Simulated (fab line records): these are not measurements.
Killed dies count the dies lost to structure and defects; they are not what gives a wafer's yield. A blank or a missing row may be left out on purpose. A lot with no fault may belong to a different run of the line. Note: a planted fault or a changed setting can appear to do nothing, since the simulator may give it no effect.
One fault seen from 2 desks	flow gf180mcu	every desk sees just its own numbers, and what lay behind them comes last

== AT THE METROLOGY DESK ==
What the gauges read for every lot (on any tool): the sampled wafers with a number, averaged. If a lot's mean is further than 4 standard deviations from the usual mean, the lot is out of limits and carries the mark OUT (the distance appears in the brackets).
Columns: A = DNWELL_TW at GF_DNWELL_TW_MEAS_09, usual 1351; B = LVPWELL_RS at GF_VT_IMPLANT_RS_MEAS_48, usual 1196.7 ohm/sq
lot	first seen here	A	B
L262	day 3 00:25	1360	1193.9
L264	day 3 11:16	1365	1197.9
L265	day 3 15:46	1347	1196.8
L266	day 3 22:38	1363	1197.5
L269	day 4 15:20	1321	1178.4 (-6.1) OUT
L270	day 4 19:34	1363	1183.0 (-4.6) OUT
L271	day 4 23:14	1363	1196.5
L277	day 6 08:40	1339	1191.6
L278	day 6 13:22	1333	1199.6
L279	day 6 17:55	1340	1195.2
L282	day 7 13:01	1330	1199.0
L283	day 7 23:58	1368	1197.5
This desk's finding: out of limits on L269, L270; first on L269, day 9 22:00 (LVPWELL_RS at GF_VT_IMPLANT_RS_MEAS_48). L262, L264, L265, L266, L271, L277, L278, L279, L282, L283: within limits.

== AT THE TOOL OWNER'S DESK: implanter-04 ==
The tool's own readings at GF_LVPWELL_IMPLANT_09, given as means over the sampled wafers that have a number, one for each lot that went through this tool. If a lot's mean is further than 4 standard deviations from the usual mean, the lot is out of limits and carries the mark OUT (the distance appears in the brackets).
Columns: A = dose-ions-cm2 at GF_LVPWELL_IMPLANT_09, usual 5e+12; B = faraday-current-uA at GF_LVPWELL_IMPLANT_09, usual 28.2
lot	first seen here	A	B
L265	day 4 18:29	5e+12	28.3
L266	day 5 02:29	5e+12	27.8
L269	day 5 19:44	5e+12 (+53) OUT	30.2
L270	day 6 00:41	5e+12 (+53) OUT	30.1
This desk's verdict: out of limits on L269, L270, starting with L269 at day 5 19:44 (dose-ions-cm2 at GF_LVPWELL_IMPLANT_09). L265, L266: within limits.

== PUT TOGETHER ==
An alarm could have come from the tool owner's desk at day 5 19:44, on L269, L270.
Metrology desk: alarm possible at day 9 22:00 on L269, L270.
GF_LVPWELL_IMPLANT_09 was run on implanter-04 by each of the lots named.

== WHAT HAD BEEN PUT IN BY THE SIMULATOR ==
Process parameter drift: implanter-04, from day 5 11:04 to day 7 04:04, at GF_LVPWELL_IMPLANT_09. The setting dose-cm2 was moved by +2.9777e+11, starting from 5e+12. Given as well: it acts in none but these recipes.
Lots struck among those shown: L269, L270.
Fault start to first reading out of limits, in hours, per desk: tool owner, 9; metrology, 107.
